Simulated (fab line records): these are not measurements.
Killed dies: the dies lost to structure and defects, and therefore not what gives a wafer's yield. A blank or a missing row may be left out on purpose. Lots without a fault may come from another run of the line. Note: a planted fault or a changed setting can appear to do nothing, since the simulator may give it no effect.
Which tool was responsible? | flow sky130 | 11 lots, 33 wafers sampled, at 6 steps of a route of 708

== WHAT THE GAUGES READ, wafer by wafer ==
SKY_NWELL_TW_MEAS_15. Usual: for NWELL_TW the level is 1808 and the standard deviation is 18.
lot  | measured     | on            | NWELL_TW       | flag
L119 | day 5 18:46  | film metro-01 | 1800 1809 1805 |
L120 | day 6 03:04  | film metro-01 | 1781 1776 1780 |
L121 | day 6 07:38  | film metro-04 | 1799 1807 1808 |
L122 | day 6 13:49  | film metro-04 | 2008 2008 2006 | OFF
L123 | day 6 12:14  | film metro-01 | 1784 1788 1782 |
L126 | day 7 04:44  | film metro-01 | 1800 1798 1792 |
L128 | day 7 17:22  | film metro-02 | 2058 2048 2049 | OFF
L132 | day 8 21:20  | film metro-04 | 1809 1820 1819 |
L134 | day 9 07:50  | film metro-02 | 1814 1816 1815 |
L137 | day 10 03:11 | film metro-01 | 1779 1789 1789 |
L138 | day 10 06:46 | film metro-02 | 1827 1823 1843 |

SKY_NWELL_RS_MEAS_29: a four-point-probe measurement. Usual: for NWELL_RS the level is 624.5 ohm/sq and the standard deviation is 1.7.
lot  | measured     | on            | NWELL_RS (ohm/sq) | flag
L119 | day 6 14:40  | film metro-02 | 622.9 622.2 621.8 |
L120 | day 6 22:55  | film metro-04 | 628.0 625.9 626.6 |
L121 | day 7 02:29  | film metro-01 | 625.3 626.4 626.3 |
L122 | day 7 09:17  | film metro-04 | 516.7 517.2 515.7 | OFF
L123 | day 7 07:03  | film metro-01 | 623.2 625.8 624.6 |
L126 | day 8 00:46  | film metro-04 | 623.1 620.6 623.3 |
L128 | day 8 14:00  | film metro-01 | 517.3 517.4 517.0 | OFF
L132 | day 9 19:03  | film metro-04 | 624.3 623.4 623.6 |
L134 | day 10 06:22 | film metro-04 | 625.4 625.1 625.9 |
L137 | day 11 02:24 | film metro-04 | 623.4 625.8 623.6 |
L138 | day 11 05:45 | film metro-02 | 624.5 625.0 624.1 |

SKY_VT_ADJUST_NCORE_TW_MEAS_11. Usual: for VT_ADJUST_NCORE_TW the level is 217.7 and the standard deviation is 2.5.
lot  | measured     | on            | VT_ADJUST_NCORE_TW | flag
L119 | day 10 01:41 | film metro-03 | 213.3 214.1 214.9  |
L120 | day 10 11:31 | film metro-04 | 217.3 217.2 217.3  |
L121 | day 10 15:32 | film metro-03 | 215.4 214.9 215.1  |
L122 | day 10 23:51 | film metro-02 | 220.5 220.7 219.7  |
L123 | day 10 21:46 | film metro-02 | 221.3 219.5 221.3  |
L126 | day 11 18:23 | film metro-04 | 217.6 216.8 217.7  |
L128 | day 12 09:13 | film metro-04 | 217.6 217.5 217.6  |
L132 | day 13 17:48 | film metro-04 | 216.2 216.0 216.3  |
L134 | day 14 06:21 | film metro-04 | 218.5 217.6 217.8  |
L137 | day 15 05:19 | film metro-04 | 215.7 217.3 216.9  |
L138 | day 15 08:21 | film metro-02 | 221.8 222.9 222.9  |

== TOOL THAT RAN EACH LOT (tool first, then ch and the chambers of the sampled wafers, then the start) ==
lot  | SKY_NWELL_IMPLANT_11            | SKY_NWELL_STRIP_14                   | SKY_VT_ADJUST_NCORE_STRIP_10
L119 | implanter-01 ch 0, day 5 18:13  | plasma asher-02 ch 0,1, day 5 18:40  | plasma asher-03 ch 0,1, day 10 01:35
L120 | implanter-02 ch 0, day 6 02:32  | plasma asher-03 ch 0, day 6 02:58    | plasma asher-01 ch 0, day 10 11:25
L121 | implanter-02 ch 0, day 6 07:05  | plasma asher-02 ch 0, day 6 07:32    | plasma asher-04 ch 0,1, day 10 15:26
L122 | implanter-02 ch 0, day 6 07:34  | plasma asher-03 ch 1, day 6 13:43    | plasma asher-03 ch 0,1, day 10 23:44
L123 | implanter-01 ch 0, day 6 11:41  | plasma asher-04 ch 0,1, day 6 12:07  | plasma asher-01 ch 0, day 10 21:40
L126 | implanter-03 ch 0, day 7 04:11  | plasma asher-03 ch 0, day 7 04:38    | plasma asher-01 ch 1, day 11 18:17
L128 | implanter-02 ch 0, day 7 16:49  | plasma asher-03 ch 0,1, day 7 17:16  | plasma asher-03 ch 0,1, day 12 09:07
L132 | implanter-01 ch 0, day 8 20:47  | plasma asher-03 ch 0,1, day 8 21:13  | plasma asher-04 ch 0, day 13 17:41
L134 | implanter-01 ch 0, day 9 07:19  | plasma asher-04 ch 0,1, day 9 07:45  | plasma asher-04 ch 0,1, day 14 06:16
L137 | implanter-02 ch 0, day 10 02:38 | plasma asher-02 ch 0,1, day 10 03:04 | plasma asher-03 ch 0,1, day 15 05:13
L138 | implanter-02 ch 0, day 10 06:13 | plasma asher-03 ch 0, day 10 06:40   | plasma asher-04 ch 0, day 15 08:15
- SKY_NWELL_IMPLANT_11
- SKY_NWELL_STRIP_14: strips in O2/N2.
- SKY_VT_ADJUST_NCORE_STRIP_10: strips in O2/N2.

== AS READ BY THE TOOLS THEMSELVES (means over the sampled wafers that have a number; for cases with no such wafer, the mark the record gives instead) ==
SKY_NWELL_IMPLANT_11. Usual: beam energy keV 400.01, standard deviation 0.12; dose ions cm2 1.8993e+13, standard deviation 2e+10; faraday current uA 107.3, standard deviation 2.3.
lot  | tool         | beam energy keV | dose ions cm2 | faraday current uA | flag
L119 | implanter-01 | 400.09          | 1.8966e+13    | 107.3              |
L120 | implanter-02 | 400.10          | 1.8980e+13    | 107.8              |
L121 | implanter-02 | 400.07          | 1.9000e+13    | 106.9              |
L122 | implanter-02 | 399.94          | 2.7089e+13    | 153.0              | OFF
L123 | implanter-01 | 399.97          | 1.9005e+13    | 106.0              |
L126 | implanter-03 | 400.01          | 1.8988e+13    | 109.4              |
L128 | implanter-02 | 399.96          | 2.7104e+13    | 151.4              | OFF
L132 | implanter-01 | 399.93          | 1.9014e+13    | 106.8              |
L134 | implanter-01 | 400.11          | 1.8985e+13    | 106.7              |
L137 | implanter-02 | 399.96          | 1.8961e+13    | 105.4              |
L138 | implanter-02 | 399.89          | 1.9007e+13    | 108.0              |

SKY_NWELL_STRIP_14. Usual: drypump motor current A 5.6 A, standard deviation 0.58; oes product au 0.722 a.u., standard deviation 0.0046; strip time to endpoint s 36.97 s, standard deviation 0.11.
lot  | tool            | drypump motor current A (A) | oes product au (a.u.) | strip time to endpoint s (s) | flag
L119 | plasma asher-02 | 5.4                         | 0.722                 | 36.93                        |
L120 | plasma asher-03 | 4.7                         | 0.724                 | 36.96                        |
L121 | plasma asher-02 | 5.6                         | 0.720                 | 36.81                        |
L122 | plasma asher-03 | 5.9                         | 0.717                 | 37.01                        |
L123 | plasma asher-04 | 6.3                         | 0.721                 | 36.99                        |
L126 | plasma asher-03 | 4.7                         | 0.722                 | 36.99                        |
L128 | plasma asher-03 | 5.5                         | 0.721                 | 37.07                        |
L132 | plasma asher-03 | 5.1                         | 0.723                 | 36.95                        |
L134 | plasma asher-04 | 6.2                         | 0.726                 | 37.24                        |
L137 | plasma asher-02 | 5.4                         | 0.723                 | 36.96                        |
L138 | plasma asher-03 | 4.7                         | 0.725                 | 37.12                        |

SKY_VT_ADJUST_NCORE_STRIP_10. Usual: drypump motor current A 5.8 A, standard deviation 0.56; oes product au 0.715 a.u., standard deviation 0.0047; strip time to endpoint s 14.18 s, standard deviation 0.043.
lot  | tool            | drypump motor current A (A) | oes product au (a.u.) | strip time to endpoint s (s) | flag
L119 | plasma asher-03 | 5.1                         | 0.716                 | 14.17                        |
L120 | plasma asher-01 | 6.0                         | 0.717                 | 14.20                        |
L121 | plasma asher-04 | 6.2                         | 0.719                 | 14.17                        |
L122 | plasma asher-03 | 5.5                         | 0.715                 | 14.14                        |
L123 | plasma asher-01 | 6.0                         | 0.714                 | 14.19                        |
L126 | plasma asher-01 | 5.3                         | 0.716                 | 14.22                        |
L128 | plasma asher-03 | 5.5                         | 0.715                 | 14.14                        |
L132 | plasma asher-04 | 6.0                         | 0.718                 | 14.16                        |
L134 | plasma asher-04 | 6.3                         | 0.717                 | 14.11                        |
L137 | plasma asher-03 | 5.1                         | 0.721                 | 14.23                        |
L138 | plasma asher-04 | 6.0                         | 0.720                 | 14.16                        |

== THE ANSWER, worked out from the rows above alone ==
Rule: take the mean of a lot's wafers that have a number; if it is more than 3 standard deviations from the usual mean, the lot is off. A lot without any number at a reading at which 4 lots or more have one is off too. All remaining lots with rows at the step are treated as sound. The gauges are gone through in route order, then the tools' own readings, and for those a lot's mean is taken as printed above. The first step at which some lot is off is used, and at that step the reading that is off furthest; a lot without a number counts as furthest.
Off: L122, L128, at SKY_NWELL_TW_MEAS_15 (NWELL_TW).
If a tool, at a process step before that reading, ran all the lots that are off and no sound lot after the first of them, it fits. The gauges at SKY_NWELL_TW_MEAS_15 aren't tried: what is off there is off at SKY_NWELL_IMPLANT_11 too, on other tools, and a gauge's error can't cause that. No candidate that was tried fits.

== WHAT THE SIMULATOR HAD INSERTED ==
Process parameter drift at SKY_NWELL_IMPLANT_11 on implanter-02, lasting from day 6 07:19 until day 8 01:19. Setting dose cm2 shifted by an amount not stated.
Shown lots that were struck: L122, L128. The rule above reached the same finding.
